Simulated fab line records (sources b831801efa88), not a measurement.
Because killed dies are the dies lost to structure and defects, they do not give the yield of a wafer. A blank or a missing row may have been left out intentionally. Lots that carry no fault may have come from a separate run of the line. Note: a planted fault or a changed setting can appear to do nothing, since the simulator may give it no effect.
Matching of chambers | flow sky130 | 4 sister chambers for SKY_VIA2_ETCH_15 on rie_diel-01
The step etches SiO2 in C4F8/O2/Ar, stops on TiN, target depth 546 nm, time 84 s. 8 wafers are shown with their chamber, then 7 later ones without.

## EACH WAFER AND ITS CHAMBER
wafer  | chamber | oes_product_au (a.u.)
L604.2 | 0       | 0.945
L604.6 | 1       | 0.944
L607.5 | 2       | 0.942
L608.2 | 2       | 0.941
L608.3 | 1       | 0.937
L608.6 | 3       | 0.935
L610.2 | 0       | 0.949
L610.3 | 3       | 0.942

## WAFERS MISSING THEIR CHAMBER
wafer  | oes_product_au (a.u.)
L610.6 | 0.939
L614.3 | 0.942
L614.5 | 0.940
L614.6 | 0.937
L617.1 | 0.938
L617.5 | 0.928
L617.6 | 0.934

## EACH ONE'S CHAMBER
wafer  | from the rows above               | in truth
L610.6 | can't be placed: 3 or 1 or 2 or 0 | 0
L614.3 | can't be placed: 2 or 1 or 3 or 0 | 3
L614.5 | can't be placed: 1 or 3 or 2 or 0 | 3
L614.6 | can't be placed: 3 or 1 or 2      | 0
L617.1 | can't be placed: 3 or 1 or 2      | 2
L617.5 | can't be placed: 3 or 1 or 2      | 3
L617.6 | can't be placed: 3 or 1 or 2      | 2
Correctly placed: 0 of 7. These rows do not allow placing 7 (true chamber among the candidates in 6). 0 placed wrongly.
How it was worked out, from the rows above alone: a wafer's distance from a chamber is the root of the sum, over the readings, of the square of ((its reading less the chamber's mean) divided by the reading's scatter). The wafer belongs to the nearest chamber; if the next one is less than 2 further off, it can't be placed. Each chamber's mean is taken over the wafers shown for it. The scatter is the square root of a quotient: the sum, over the shown wafers, of each reading's squared deviation from its chamber's mean, divided by wafers minus chambers.
